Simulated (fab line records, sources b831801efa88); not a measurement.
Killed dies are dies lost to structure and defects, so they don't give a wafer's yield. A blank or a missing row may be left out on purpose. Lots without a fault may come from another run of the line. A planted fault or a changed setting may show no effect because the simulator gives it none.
fab line records | flow sky130
record lots=6 wafers=18 last_day=50
route steps=708 shown METAL5@669 PASSIVATION@681 PAD_OPEN@694
lots that met no fault: from a run of the same line without faults
start_h: hours from the record's first day to the start of the lot's first wafer shown | wait_h: hours since the lot's step before | " the same as in the row above | L1.1+2: a row that stands for several wafers | - no value, or no start given | * or withheld: withheld | < > ~ a bound
route shown NAME@n: a module of which the file shows steps, and the number in the route of the first | usual: mean/standard deviation of fault-free wafers | same: alike in all rows | chamber/n: place in a boat | sites: the reading at each site | _std_site: their standard deviation | _edge_site: outer sites' mean less inner sites' | radius_mm: how far each site lies from the wafer's centre | mask NAME#n: copy n | behind: the tool/chamber that last shaped the wafer | hold: why the lot was held/for how many hours/how that ended | device: the transistor (n, p or np) that didn't switch | end of line: the same wafers' tests at the end of the route | a step without rows: its recipe alone | killed: dies lost to structure and defects at the first sort, not the wafer's yield | map: a wafer's dies, x killed, . not, _ none there
set.NAME: the setting as run; set.NAME@STEP: as run at that earlier step | model.NAME: the simulator's own value behind a step, which no gauge read
lots at some steps of the route; a table a step, a row a wafer
services: from which hour (start_h, from the record's first day; less than 0 if before it) a tool's chamber was out of use, for how many hours, and why
## steps
# step SKY_METAL5_HMDS_08
# recipe prime_time_s=60 prime_temp_c=120
# step SKY_METAL5_COAT_09
# recipe resist=NOVOLAK spin_rpm=3000 resist_thk_nm=1800
# step SKY_METAL5_SOFTBAKE_10
# recipe temp_c=90 time_s=60 resist=NOVOLAK
# step SKY_METAL5_EXPOSE_11
# recipe mask_id=MM5 na=0.6 source_shape=conventional sigma_outer=0.6 polarization=unpolarized target_cd_nm=1600 dose_mj=190
# step SKY_METAL5_PEB_12
# recipe temp_c=withheld time_s=* resist=NOVOLAK
# step SKY_METAL5_DEVELOP_13
# recipe resist=NOVOLAK developer=TMAH develop_time_s=60 dev_temp_c=23
# step SKY_METAL5_DESCUM_14
# recipe chemistry=O2 source_power_w=150 bias_power_w=0 pressure_mtorr=10 temp_c=40 time_s=11
# usual drypump_motor_current_A=5.6/0.55 oes_product_au=1.006/0.016
# same time_s=11
# columns lot.wafer tool chamber start_h wait_h drypump_motor_current_A oes_product_au rf_hours_counter_h
L117.1 rie_metal-01 1 1041.78 0.1 6.6 0.999 7
L117.4 " 1 " " 6.6 0.988 -
L117.5 " 1 " " 6.6 0.998 -
L124.1 rie_metal-01 0 1083.71 0.1 5.5 1.030 15
L124.5 " 1 " " 6.6 1.002 -
L124.6 " 0 " " 5.5 1.026 -
L125.2 rie_metal-02 1 1085.36 0.1 5.7 0.971 -
L125.3 " 1 " " 5.7 0.989 -
L125.6 " 1 " " 5.7 0.983 -
L133.4 rie_metal-03 0 1131.12 0.1 5.6 1.016 -
L133.5 " 0 " " 5.6 1.021 -
L133.6 " 1 " " 5.1 1.016 -
L135.1 rie_metal-03 0 1137.10 0.1 5.6 1.011 17
L135.2 " 1 " " 5.1 1.025 21
L135.4 " 1 " " 5.1 1.020 -
L139.3 rie_metal-01 0 1155.37 0.1 5.5 1.038 -
L139.5 " 0 " " 5.5 1.036 -
L139.6 " 1 " " 6.6 0.994 -
# step SKY_METAL5_METAL_ETCH_15
# recipe target_depth_a=12600 stop_on=SiO2 over_etch_frac=0.2 time_s=252 chemistry=Cl2/BCl3 resist_sidewall_deg=86 pressure_mtorr=10 icp_w=900 bias_w=48.5 Cl2_flow_sccm=60 bcl3_flow_sccm=30
# step SKY_METAL5_STRIP_16
# recipe chemistry=O2/N2 power_w=1400 pressure_mtorr=1500 platen_temp_c=withheld o2_flow_sccm=3000 n2_flow_sccm=300 overash_fraction=0.5
# usual drypump_motor_current_A=5.65/0.24 oes_product_au=0.710/0.0043 strip_time_to_endpoint_s=13.01/0.21
# columns lot.wafer tool chamber start_h wait_h drypump_motor_current_A oes_product_au rf_hours_counter_h strip_time_to_endpoint_s
L117.1 plasma_asher-02 1 1042.05 0.2 5.86 0.709 29 13.26
L117.4 " 1 " " 5.87 0.711 - 13.16
L117.5 " 0 " " 5.82 0.710 - 13.19
L124.1 plasma_asher-04 1 1083.98 0.2 6.32 0.707 2 12.71
L124.5 " 0 " " 5.76 0.719 - 13.04
L124.6 " 1 " " 6.34 0.710 - 12.67
L125.2 plasma_asher-01 1 1085.89 0.3 5.42 0.709 67 13.43
L125.3 " 1 " " 5.43 0.710 - 13.44
L125.6 " 1 " " 5.42 0.717 - 13.39
L133.4 plasma_asher-01 1 1131.41 0.1 5.43 0.708 - 12.96
L133.5 " 0 " " 5.45 0.714 - 12.89
L133.6 " 1 " " 5.41 0.707 - 12.83
L135.1 plasma_asher-01 0 1137.37 0.2 5.46 0.709 73 12.91
L135.2 " 1 " " 5.42 0.713 73 12.79
L135.4 " 0 " " 5.47 0.711 - 12.80
L139.3 plasma_asher-01 0 1155.66 0.1 5.46 0.714 - 12.70
L139.5 " 1 " " 5.44 0.706 - 12.79
L139.6 " 0 " " 5.51 0.711 - 13.01
# step SKY_METAL5_STRIP_17
# recipe chemistry=post_etch_residue_remover time_s=1200 temp_c=72.5
# step SKY_METAL5_CLEAN_18
# recipe chemistry=IPA time_s=180 temp_c=25
# step SKY_METAL5_CLEAN_19
# recipe chemistry=O3/DIW dry=n2_spin
# step SKY_PASSIVATION_CVD_00
# recipe material=SiO2 target_thk_nm=90 temp_c=400 time_s=withheld rf_w=600
# usual heater_power_outer_w=390/83 heater_power_w=670/120
# columns lot.wafer tool chamber start_h wait_h heater_power_outer_w heater_power_w
L117.1 pecvd-04 2 1042.65 0.0 347 654
L117.4 " 0 " " 390 672
L117.5 " 2 " " 356 672
L124.1 pecvd-04 0 1084.61 0.0 407 681
L124.5 " 2 " " 401 711
L124.6 " 1 " " 299 541
L125.2 pecvd-04 0 1086.48 0.0 453 737
L125.3 " 1 " " 332 574
L125.6 " 0 " " 450 742
L133.4 pecvd-01 1 1132.00 0.0 377 578
L133.5 " 2 " " 436 788
L133.6 " 0 " " 346 573
L135.1 pecvd-01 0 1137.97 0.0 435 681
L135.2 " 2 " " 408 748
L135.4 " 0 " " 430 675
L139.3 pecvd-02 0 1156.22 0.0 234 502
L139.5 " 0 " " 234 495
L139.6 " 2 " " 580 905
# step SKY_PASSIVATION_THK_MEAS_01
# recipe reads=SiO2_of_PASSIVATION_CVD_00
# usual PASSIVATION_CVD_00_THK=89.6/1.3
# columns lot.wafer tool chamber start_h wait_h PASSIVATION_CVD_00_THK[nm]
L117.1 film_metro-02 - 1042.67 - 89.8
L117.4 " - " " 91.3
L117.5 " - " " 90.2
L124.1 film_metro-03 - 1084.63 - 92.0
L124.5 " - " " 92.3
L124.6 " - " " 90.1
L125.2 film_metro-03 - 1086.52 - 89.9
L125.3 " - " " 87.8
L125.6 " - " " 91.5
L133.4 film_metro-03 - 1132.04 - 90.0
L133.5 " - " " 89.3
L133.6 " - " " 88.7
L135.1 film_metro-02 - 1137.99 - 89.1
L135.2 " - " " 88.9
L135.4 " - " " 90.6
L139.3 film_metro-03 - 1156.26 - 87.4
L139.5 " - " " 89.1
L139.6 " - " " 88.9
# step SKY_PASSIVATION_CVD_02
# recipe material=Si3N4 target_thk_nm=540 temp_c=400 time_s=withheld rf_w=450
# usual heater_power_outer_w=455/140 heater_power_w=757/190
# columns lot.wafer tool chamber start_h wait_h heater_power_outer_w heater_power_w
L117.1 pecvd-01 0 1042.73 0.1 396 630
L117.4 " 0 " " 415 687
L117.5 " 1 " " 364 560
L124.1 pecvd-02 2 1084.69 0.1 755 1178
L124.5 " 2 " " 604 967
L124.6 " 1 " " 388 652
L125.2 pecvd-02 0 1086.57 0.0 292 579
L125.3 " 1 " " 392 678
L125.6 " 2 " " 761 1163
L133.4 pecvd-04 1 1132.18 0.1 381 624
L133.5 " 0 " " 471 772
L133.6 " 2 " " 384 684
L135.1 pecvd-04 0 1138.05 0.1 372 639
L135.2 " 2 " " 472 811
L135.4 " 1 " " 295 529
L139.3 pecvd-01 2 1156.30 0.0 426 738
L139.5 " 1 " " 454 661
L139.6 " 0 " " 476 737
# step SKY_PASSIVATION_THK_MEAS_03
# recipe reads=Si3N4_of_PASSIVATION_CVD_02
# usual PASSIVATION_CVD_02_THK=536/7
# columns lot.wafer tool chamber start_h wait_h PASSIVATION_CVD_02_THK[nm]
L117.1 film_metro-01 - 1042.95 - 530
L117.4 " - " " 537
L117.5 " - " " 527
L124.1 film_metro-01 - 1084.92 - 532
L124.5 " - " " 544
L124.6 " - " " 539
L125.2 film_metro-01 - 1086.80 - 527
L125.3 " - " " 532
L125.6 " - " " 543
L133.4 film_metro-02 - 1132.32 - 537
L133.5 " - " " 543
L133.6 " - " " 540
L135.1 film_metro-03 - 1138.27 - 541
L135.2 " - " " 546
L135.4 " - " " 549
L139.3 film_metro-02 - 1156.55 - 531
L139.5 " - " " 537
L139.6 " - " " 542
# step SKY_PASSIVATION_DEHYDRATE_04
# recipe temp_c=200 time_s=60
# step SKY_PASSIVATION_HMDS_05
# recipe prime_time_s=60 prime_temp_c=120
# step SKY_PASSIVATION_COAT_06
# recipe spin_rpm=2000 resist_thk_nm=3000
# step SKY_PASSIVATION_SOFTBAKE_07
# recipe temp_c=110 time_s=withheld
# step SKY_PASSIVATION_EXPOSE_08
# recipe mask_id=NSM target_cd_nm=3000 na=0.57 dose_mj=260
# step SKY_PASSIVATION_PEB_09
# recipe temp_c=115 time_s=withheld
# step SKY_PASSIVATION_DEVELOP_10
# recipe develop_time_s=60 dev_temp_c=23
# step SKY_PASSIVATION_ETCH_11
# recipe chemistry=CF4/O2 target_depth_nm=725 stop_on=AlCu source_w=800 bias_w=150 pressure_mtorr=150 cf4_flow_sccm=80 O2_flow_sccm=10 time_s=161.1
# usual drypump_motor_current_A=5.9/0.51 oes_product_au=0.974/0.007 throttle_valve_pct=5.964/0.0087
# same time_s=161.1
# columns lot.wafer tool chamber start_h wait_h drypump_motor_current_A oes_product_au rf_hours_counter_h throttle_valve_pct
L117.1 rie_diel-02 3 1064.91 - 6.2 0.970 17 5.963
L117.4 " 0 " " 6.3 0.973 6 5.966
L117.5 " 0 " " 6.2 0.970 - 5.962
L124.1 rie_diel-04 1 1105.36 - 6.0 0.977 29 5.966
L124.5 " 1 " " 6.0 0.971 - 5.981
L124.6 " 2 " " 5.5 0.976 - 5.972
L125.2 rie_diel-01 0 1105.71 - 6.0 0.961 23 5.959
L125.3 " 3 " " 5.8 0.971 20 5.969
L125.6 " 0 " " 6.0 0.975 - 5.971
L133.4 rie_diel-04 0 1150.61 - 6.6 0.981 28 5.961
L133.5 " 1 " " 6.0 0.982 - 5.959
L133.6 " 2 " " 5.5 0.973 - 5.949
L135.1 rie_diel-02 3 1157.31 - 6.2 0.985 20 5.966
L135.2 " 1 " " 4.9 0.986 19 5.958
L135.4 " 0 " " 6.2 0.984 9 5.968
L139.3 rie_diel-04 1 1174.11 - 6.0 0.972 32 5.942
L139.5 " 2 " " 5.6 0.981 - 5.966
L139.6 " 3 " " 5.9 0.968 - 5.960
# step SKY_PASSIVATION_STRIP_12
# recipe chemistry=O2/N2 power_w=1400 pressure_mtorr=1500 platen_temp_c=withheld overash_fraction=0.7 o2_flow_sccm=3000 n2_flow_sccm=300
# step SKY_PAD_OPEN_DEHYDRATE_00
# recipe temp_c=200 time_s=60
# step SKY_PAD_OPEN_HMDS_01
# recipe prime_time_s=60 prime_temp_c=120
# step SKY_PAD_OPEN_COAT_02
# recipe spin_rpm=2000 resist_thk_nm=3000
# step SKY_PAD_OPEN_SOFTBAKE_03
# recipe temp_c=110 time_s=withheld
# step SKY_PAD_OPEN_EXPOSE_04
# recipe mask_id=PDM target_cd_nm=60000 na=0.57 dose_mj=260
# step SKY_PAD_OPEN_PEB_05
# recipe temp_c=115 time_s=withheld
# step SKY_PAD_OPEN_DEVELOP_06
# recipe develop_time_s=60 dev_temp_c=23
# step SKY_PAD_OPEN_ETCH_07
# recipe chemistry=CF4/O2 target_depth_nm=725 stop_on=AlCu source_w=800 bias_w=150 pressure_mtorr=150 cf4_flow_sccm=80 O2_flow_sccm=10 time_s=161.1
# usual drypump_motor_current_A=6.0/0.37 oes_product_au=0.974/0.0072 throttle_valve_pct=5.963/0.0099
# same time_s=161.1
# columns lot.wafer tool chamber start_h wait_h drypump_motor_current_A oes_product_au rf_hours_counter_h throttle_valve_pct
L117.1 rie_diel-04 1 1085.96 - 6.0 0.974 28 5.952
L117.4 " 0 " " 6.6 0.971 27 5.961
L117.5 " 2 " " 5.5 0.970 - 5.958
L124.1 rie_diel-03 0 1125.33 - 5.5 0.974 17 5.967
L124.5 " 3 " " 6.2 0.978 - 5.963
L124.6 " 2 " " 5.8 0.967 - 5.960
L125.2 rie_diel-01 3 1125.68 - 5.8 0.967 21 5.969
L125.3 " 0 " " 6.0 0.969 23 5.948
L125.6 " 2 " " 6.6 0.989 - 5.969
L133.4 rie_diel-03 1 1168.26 - 6.0 0.968 - 5.963
L133.5 " 0 " " 5.5 0.989 - 5.973
L133.6 " 3 " " 6.2 0.984 - 5.975
L135.1 rie_diel-01 1 1174.46 - 6.6 0.968 21 5.964
L135.2 " 0 " " 6.0 0.978 25 5.963
L135.4 " 2 " " 6.5 0.986 9 5.959
L139.3 rie_diel-04 0 1190.26 - 6.6 0.971 30 5.968
L139.5 " 0 " " 6.6 0.975 - 5.952
L139.6 " 3 " " 5.9 0.979 - 5.962
# step SKY_PAD_OPEN_STRIP_08
# recipe chemistry=O2/N2 power_w=1400 pressure_mtorr=1500 platen_temp_c=withheld overash_fraction=0.7 o2_flow_sccm=3000 n2_flow_sccm=300
# step SKY_PAD_OPEN_STRIP_09
# recipe chemistry=post_etch_residue_remover time_s=1200 temp_c=72.5
# step SKY_PAD_OPEN_CLEAN_10
# recipe chemistry=IPA time_s=180 temp_c=25
# step SKY_PAD_OPEN_CLEAN_11
# recipe chemistry=O3/DIW dry=n2_spin
# step SKY_PAD_OPEN_ANNEAL_12
# recipe temp_c=400 time_s=withheld ambient=N2/H2 idle_temp_c=300 ramp_up_c_per_min=8 ramp_down_c_per_min=4
# step SKY_PAD_OPEN_BOW_MEAS_13
# recipe mode=bow
# usual PAD_OPEN_BOW=46/7.6
# columns lot.wafer tool chamber start_h wait_h PAD_OPEN_BOW[um]
L117.1 film_metro-04 - 1088.16 - 45
L117.4 " - " " 38
L117.5 " - " " 53
L124.1 film_metro-01 - 1127.62 - 42
L124.5 " - " " 37
L124.6 " - " " 42
L125.2 film_metro-03 - 1128.21 - 42
L125.3 " - " " 43
L125.6 " - " " 50
L133.4 film_metro-04 - 1170.47 - 34
L133.5 " - " " 53
L133.6 " - " " 44
L135.1 film_metro-01 - 1176.70 - 47
L135.2 " - " " 52
L135.4 " - " " 39
L139.3 film_metro-03 - 1192.50 - 36
L139.5 " - " " 51
L139.6 " - " " 37
# step SKY_PAD_OPEN_PROBE_99
# usual defect_limited_yield=82.5/1.9 killed_at_M0_to_M3=43/6.8 killed_at_M4_up=3.0/1.6 killed_at_contacts=25/6 killed_at_front_end=15/4.4 killed_at_other=0.3/0.52 killed_dies=86/9.6 killed_open=47/6.7 killed_short=39/6.8 sort_bin_3_pad_short=0.9/0.43 sort_bin_5_function=10.3/1.5 sort_bin_6_memory=6.3/1.1 sort_n_pass=406/9.6 sort_yield_pct=82.5/1.9
# same gross_dies=492 killed_at_back_side=0 sort_bin_4_leakage[%]=0 sort_bin_8_speed[%]=0
# columns lot.wafer tool chamber start_h wait_h defect_limited_yield[%] killed_at_M0_to_M3 killed_at_M4_up killed_at_contacts killed_at_front_end killed_at_other killed_dies killed_open killed_short sort_bin_3_pad_short[%] sort_bin_5_function[%] sort_bin_6_memory[%] sort_n_pass sort_yield_pct[%] model.etest.tester.sort_n_pass model.etest.tester.sort_yield_pct model.etest.tester.sort_bin_5_pct model.etest.tester.sort_bin_3_pct
L124.1 prober-01 - 1127.74 0.1 79.5 47 2 32 20 0 101 55 45 0.6 13.6 6.3 391 79.5 391 79.47 13.62 0.6098
L124.5 prober-01 - 1127.94 0.2 81.5 44 5 24 17 1 91 51 39 1.0 12.2 5.3 401 81.5 401 81.5 12.2 1.016
L124.6 prober-01 - 1127.99 0.2 70.3 35 1 26 10 74 146 43 27 5.5 17.7 6.5 346 70.3 346 70.33 17.68 5.488
L125.2 prober-02 - 1128.36 0.1 80.9 41 3 33 17 0 94 48 46 1.0 11.6 6.5 398 80.9 398 80.89 11.59 1.016
L125.3 prober-02 - 1128.41 0.2 69.3 40 3 25 19 64 151 48 38 3.7 19.7 7.3 341 69.3 341 69.31 19.72 3.659
L125.6 prober-02 - 1128.56 0.2 83.7 46 1 23 10 0 80 38 42 1.0 8.9 6.3 412 83.7 412 83.74 8.943 1.016
L133.4 prober-02 - 1170.68 0.2 83.5 35 2 35 9 0 81 49 32 0.4 9.6 6.5 411 83.5 411 83.54 9.553 0.4065
L133.5 prober-02 - 1170.73 0.2 82.3 35 8 27 16 1 87 47 39 0.6 11.2 5.9 405 82.3 405 82.32 11.18 0.6098
L133.6 prober-02 - 1170.78 0.2 81.9 44 4 25 16 0 89 53 36 1.0 11.0 6.1 403 81.9 403 81.91 10.98 1.016
L139.3 prober-02 - 1192.68 0.2 81.1 40 5 30 18 0 93 59 33 0.8 11.6 6.5 399 81.1 399 81.1 11.59 0.813
L139.5 prober-02 - 1192.78 0.2 80.5 46 2 30 18 0 96 54 41 0.6 10.0 8.9 396 80.5 396 80.49 9.959 0.6098
L139.6 prober-02 - 1192.83 0.2 82.9 43 4 22 15 0 84 41 42 1.0 9.8 6.3 408 82.9 408 82.93 9.756 1.016
# killed by level:class
L124.1 LI_CONTACT:geometric_particle:open=12 VIA1:geometric_particle:open=11 VIA2:geometric_particle:open=9 LOCAL_INTERCONNECT:geometric_particle:short=8 METAL2:geometric_particle:short=7 VIA3:geometric_particle:open=7 FIELD_ISO:geometric_particle:short=6 POLY_GATE:geometric_particle:short=5
L124.5 CONTACT:geometric_particle:open=11 VIA1:geometric_particle:open=10 METAL2:geometric_particle:short=7 VIA2:geometric_particle:open=7 FIELD_ISO:geometric_particle:open=6 CONTACT:geometric_particle:short=6 FIELD_ISO:geometric_particle:short=3 POLY_GATE:geometric_particle:open=3
L124.6 PASSIVATION:unspecified=73 CONTACT:geometric_particle:open=10 VIA1:geometric_particle:open=6 VIA2:geometric_particle:open=6 FIELD_ISO:geometric_particle:open=5 LI_CONTACT:geometric_particle:open=5 VIA1:geometric_particle:short=5 VIA3:geometric_particle:open=5
L125.2 VIA1:geometric_particle:open=11 CONTACT:geometric_particle:open=10 LI_CONTACT:geometric_particle:open=8 POLY_GATE:geometric_particle:short=5 CONTACT:geometric_particle:short=5 METAL3:geometric_particle:short=5 LI_CONTACT:geometric_particle:short=4 LOCAL_INTERCONNECT:geometric_particle:short=4
L125.3 PASSIVATION:unspecified=64 CONTACT:geometric_particle:open=10 VIA2:geometric_particle:open=8 METAL2:geometric_particle:short=7 VIA1:geometric_particle:open=7 FIELD_ISO:geometric_particle:open=5 POLY_GATE:geometric_particle:open=5 POLY_GATE:geometric_particle:short=5
L125.6 METAL2:geometric_particle:short=7 CONTACT:geometric_particle:open=7 VIA3:geometric_particle:open=7 METAL3:geometric_particle:short=6 VIA3:geometric_particle:short=6 LI_CONTACT:geometric_particle:short=5 VIA1:geometric_particle:open=5 VIA2:geometric_particle:open=5
L133.4 LI_CONTACT:geometric_particle:open=13 VIA1:geometric_particle:open=12 CONTACT:geometric_particle:open=8 LI_CONTACT:geometric_particle:short=5 CONTACT:geometric_particle:short=5 VIA2:geometric_particle:open=5 LOCAL_INTERCONNECT:geometric_particle:short=4 METAL1:geometric_particle:short=3
L133.5 VIA1:geometric_particle:open=12 CONTACT:geometric_particle:open=10 POLY_GATE:geometric_particle:open=6 METAL4:geometric_particle:short=6 FIELD_ISO:geometric_particle:short=5 LI_CONTACT:geometric_particle:open=5 LOCAL_INTERCONNECT:geometric_particle:short=5 METAL1:geometric_particle:short=5
L133.6 LI_CONTACT:geometric_particle:open=11 VIA3:geometric_particle:open=10 VIA1:geometric_particle:open=9 VIA2:geometric_particle:open=7 CONTACT:geometric_particle:open=6 VIA1:geometric_particle:short=5 METAL4:geometric_particle:short=4 POLY_GATE:geometric_particle:short=4
L139.3 VIA1:geometric_particle:open=15 CONTACT:geometric_particle:open=10 LI_CONTACT:geometric_particle:open=9 VIA2:geometric_particle:open=8 FIELD_ISO:geometric_particle:open=5 METAL1:geometric_particle:short=4 METAL2:geometric_particle:short=4 FIELD_ISO:geometric_particle:short=3
L139.5 VIA1:geometric_particle:open=10 LI_CONTACT:geometric_particle:open=9 VIA3:geometric_particle:open=9 CONTACT:geometric_particle:open=7 LOCAL_INTERCONNECT:geometric_particle:short=7 VIA2:geometric_particle:open=5 CONTACT:geometric_particle:short=4 VIA1:geometric_particle:short=4
L139.6 VIA1:geometric_particle:open=12 CONTACT:geometric_particle:open=8 FIELD_ISO:geometric_particle:short=7 VIA3:geometric_particle:open=7 VIA3:geometric_particle:short=6 VIA1:geometric_particle:short=5 LI_CONTACT:geometric_particle:open=4 LOCAL_INTERCONNECT:geometric_particle:short=4
# map L124.6 (x killed, . not)
__________.........._________
________x............._______
______................x._____
_____x.........xx.......x____
____......xxxxxxxx...x...x___
___.......xxxxxxxxxx..x.x..__
__....xx...xxxxxxxxx..x....._
_x.x.....xxxxxxxxxxx....x....
_........xxxxxxxxxxxx........
_.....x.xx.xxxxxxxxx.xx..xx..
_.x.x..x...xxxxxxxxx.xx....x.
_.x..x...x.xxxx.xx...........
_x..............xx...x.......
_............x........xxxx..x
_x.x.........................
__x......x....x.......xx...._
___.......x.....x......x...__
____...x..x...xx..........___
_____.x.x...x.........xx.____
______..x....x..x.....x._____
________xx....x....x.._______
__________.....x..xx_________
# map L125.3 (x killed, . not)
__________x........._________
________.........x...._______
______..........x..xx..._____
_____..xxx..xx..xx..x....____
____x.....xxxxxxxxxx......___
___..x....xxxxxxxxx....x...__
__...xx...xxxxxxxxxxx...x..._
_....x....xxxxxxxxxxx........
_...x.xx...xxxxxxxxx.........
_.........xxxxxxxxx.....xx...
_...x.x....x.xxxxx...x..xx...
_...xx..x.....x...........x..
_.....x....x.x..xx..xx.......
_x...x...xx...xx.....x.......
_...x...x..x..x...x......x.x.
__.x.x...xx.x......xx..x...._
___...x.x..xx.....x.......x__
____x..xx......x...x......___
_____......xxx...........____
______.........xx......._____
________.........xxx.._______
__________x.....x.x._________
## services
# columns tool chamber start_h hours kind
rie_metal-03 - 1024.43 2.8 pm
rie_diel-02 0 1035.58 21.4 repair
pecvd-02 2 1036.32 2.1 scheduled_down
plasma_asher-04 - 1055.32 9.0 pm
plasma_asher-04 - 1067.62 1.2 repair
rie_diel-03 - 1073.55 1.0 repair
rie_diel-03 3 1076.25 5.1 repair
rie_metal-02 0 1078.38 8.6 repair
rie_metal-03 - 1078.87 28.1 pm
rie_diel-02 3 1079.80 22.2 repair
plasma_asher-04 - 1084.25 12.1 repair
rie_diel-03 3 1089.13 3.1 repair
pecvd-02 - 1091.52 0.8 repair
rie_diel-04 - 1093.27 2.8 pm
rie_diel-04 0 1096.57 10.3 repair
plasma_asher-04 - 1115.41 0.4 repair
rie_diel-04 - 1120.64 0.1 repair
rie_diel-01 - 1121.47 0.9 repair
pecvd-02 1 1133.90 5.8 repair
pecvd-01 1 1148.61 5.5 scheduled_down
rie_metal-03 1 1150.47 14.4 repair
rie_diel-03 2 1155.58 18.0 repair
rie_metal-03 - 1157.84 1.4 pm
plasma_asher-01 - 1188.94 10.7 repair
## key
first_sign step=SKY_PAD_OPEN_PROBE_99 reading=killed_at_other direction=up sigmas=69 usual=0.3 struck=69
effect step=SKY_PAD_OPEN_PROBE_99 reading=sort_bin_3_pad_short direction=up sigmas=8.6 usual=0.9 struck=4.6
model_effect step=SKY_PAD_OPEN_PROBE_99 value=etest.tester.sort_n_pass without=403.5 struck=343.5
met_at SKY_PASSIVATION_CVD_00
struck_wafers L124.6,L125.3
fault kind=chamber_particle_source tool=pecvd-04 chamber=1 onset_h=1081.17 steps=SKY_PASSIVATION_CVD_00 rate_per_visit_cm2=1.8257 end_h=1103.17
